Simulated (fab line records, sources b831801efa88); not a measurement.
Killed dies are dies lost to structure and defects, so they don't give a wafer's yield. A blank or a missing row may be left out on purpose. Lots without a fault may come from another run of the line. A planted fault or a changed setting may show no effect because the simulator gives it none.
Which tool did it? | flow gf180mcu | 13 lots, 39 wafers sampled, at 5 steps of a route of 602

WHAT THE GAUGES READ, wafer by wafer
GF_STI_THK_MEAS_04. Usual: STI_CVD_03_THK 223.0 nm, standard deviation 2.
lot  | measured    | on            | STI_CVD_03_THK (nm) | flag
L204 | day 1 19:37 | film_metro-01 | 222.2 224.5 223.8   |
L207 | day 2 09:38 | film_metro-04 | 220.6 220.2 220.6   |
L208 | day 2 16:36 | film_metro-02 | 219.8 219.8 219.6   |
L209 | day 2 19:56 | film_metro-02 | 222.1 222.2 219.6   |
L210 | day 3 00:47 | film_metro-04 | 224.9 224.7 223.8   |
L212 | day 3 11:06 | film_metro-04 | 221.6 218.9 220.4   |
L213 | day 3 15:36 | film_metro-04 | 226.0 225.9 226.1   |
L214 | day 3 21:29 | film_metro-04 | 220.3 219.6 220.6   |
L215 | day 4 06:44 | film_metro-01 | 219.2 221.6 221.0   |
L220 | day 5 04:09 | film_metro-02 | 225.5 225.8 226.6   |
L222 | day 5 14:31 | film_metro-02 | 224.3 223.7 224.0   |
L223 | day 5 18:40 | film_metro-02 | 224.0 225.4 224.7   |
L224 | day 5 23:07 | film_metro-01 | 220.1 221.2 221.9   |

GF_STI_THK_MEAS_22. Usual: STI_OXIDATION_01_THK 15.0 nm, standard deviation 0.35.
lot  | measured    | on            | STI_OXIDATION_01_THK (nm) | flag
L204 | day 2 09:34 | film_metro-04 | 15.7 15.7 15.9            |
L207 | day 2 23:37 | film_metro-04 | 14.7 14.8 15.0            |
L208 | day 3 06:40 | film_metro-02 | 15.2 15.4 15.3            |
L209 | day 3 10:51 | film_metro-04 | 15.1 14.9 14.9            |
L210 | day 3 18:01 | film_metro-01 | 15.7 15.8 15.7            |
L212 | day 4 06:16 | film_metro-01 | 15.5 15.3 15.3            |
L213 | day 4 13:08 | film_metro-02 | 15.0 14.9 15.1            |
L214 | day 4 13:09 | film_metro-04 | 14.9 15.1 15.1            |
L215 | day 4 22:22 | film_metro-02 | 14.6 14.6 14.4            |
L220 | day 5 19:37 | film_metro-04 | 14.7 14.7 14.8            |
L222 | day 6 06:32 | film_metro-04 | 15.2 15.1 15.1            |
L223 | day 6 11:34 | film_metro-01 | 15.2 15.2 15.0            |
L224 | day 6 19:06 | film_metro-04 | 14.6 14.6 14.7            |

GF_LVPWELL_OVL_MEAS_07. Usual: LVPWELL_OVL 0.7 nm, standard deviation 1.2.
lot  | measured    | on         | LVPWELL_OVL (nm) | flag
L204 | day 4 02:19 | overlay-01 | 0.7 0.5 2.3      |
L207 | day 4 16:58 | overlay-01 | -2.5 1.5 0.3     |
L208 | day 5 00:48 | overlay-01 | 0.4 -1.2 1.2     |
L209 | day 5 04:49 | overlay-01 | 3.1 0.9 2.7      |
L210 | day 5 16:00 | overlay-02 | 0.1 -0.3 -1.3    |
L212 | day 6 09:45 | overlay-01 | 0.1 3.4 0.8      |
L213 | day 6 14:36 | overlay-01 | 2.3 0.1 0.1      |
L214 | day 6 14:13 | overlay-02 | -1.0 -0.8 1.4    |
L215 | day 6 23:00 | overlay-02 | -1.2 -1.2 -1.5   |
L220 | day 7 21:48 | overlay-01 | 1.3 2.2 1.9      |
L222 | day 8 07:16 | overlay-01 | 1.4 1.8 2.0      |
L223 | day 8 13:09 | overlay-01 | -0.3 0.2 -0.9    |
L224 | day 8 23:12 | overlay-01 | 2.1 1.7 2.2      |

GF_VT_IMPLANT_TW_MEAS_10. Usual: VT_IMPLANT_TW 573, standard deviation 3.9.
lot  | measured     | on            | VT_IMPLANT_TW | flag
L204 | day 5 17:56  | film_metro-04 | 569 569 570   |
L207 | day 6 11:51  | film_metro-03 | 579 580 581   |
L208 | day 6 20:56  | film_metro-04 | 569 571 567   |
L209 | day 7 01:39  | film_metro-03 | 572 575 575   |
L210 | day 7 12:34  | film_metro-04 | 569 575 573   |
L212 | day 8 08:14  | film_metro-03 | 571 570 573   |
L213 | day 8 15:38  | film_metro-01 | 570 572 573   |
L214 | day 8 15:18  | film_metro-04 | 568 570 569   |
L215 | day 9 01:23  | film_metro-03 | 576 581 577   |
L220 | day 10 02:36 | film_metro-03 | 709 711 712   | OFF
L222 | day 10 12:47 | film_metro-03 | 572 571 571   |
L223 | day 10 18:55 | film_metro-03 | 573 570 575   |
L224 | day 11 04:38 | film_metro-01 | 573 574 574   |

WHICH TOOL RAN EACH LOT (tool, then ch and the chambers of the sampled wafers, then the start)
lot  | GF_VT_IMPLANT_IMPLANT_08
L204 | implanter-03 ch 0, day 5 17:43
L207 | implanter-04 ch 0, day 6 11:38
L208 | implanter-02 ch 0, day 6 20:41
L209 | implanter-04 ch 0, day 7 01:26
L210 | implanter-03 ch 0, day 7 12:19
L212 | implanter-04 ch 0, day 8 08:01
L213 | implanter-03 ch 0, day 8 15:25
L214 | implanter-04 ch 0, day 8 15:05
L215 | implanter-02 ch 0, day 9 01:08
L220 | implanter-04 ch 0, day 10 02:02
L222 | implanter-02 ch 0, day 10 12:35
L223 | implanter-04 ch 0, day 10 18:41
L224 | implanter-03 ch 0, day 11 04:24
- GF_VT_IMPLANT_IMPLANT_08

WHAT THE TOOLS THEMSELVES READ (means of the sampled wafers that have a number; where no wafer has one, the mark that the record gives instead)
The record holds no such reading with a usual standard deviation.

THE ANSWER, worked out from the rows above alone
Rule: a lot is off if the mean of its wafers that have a number lies more than 3 standard deviations from the usual mean. A lot without any number at a reading at which 4 lots or more have one is off too. The other lots that the step has rows for count as sound. The gauges are gone through in route order, then the tools' own readings, and for those a lot's mean is taken as printed above. The first step at which some lot is off is used, and at that step the reading that is off furthest; a lot without a number counts as furthest.
Off: L220, at GF_VT_IMPLANT_TW_MEAS_10 (VT_IMPLANT_TW).
A tool fits if, at a process step before that reading, it ran every lot that is off, and no sound lot after the first of them. The gauges at GF_VT_IMPLANT_TW_MEAS_10 are tried like those tools. None of those tried fits.

WHAT THE SIMULATOR HAD PUT IN
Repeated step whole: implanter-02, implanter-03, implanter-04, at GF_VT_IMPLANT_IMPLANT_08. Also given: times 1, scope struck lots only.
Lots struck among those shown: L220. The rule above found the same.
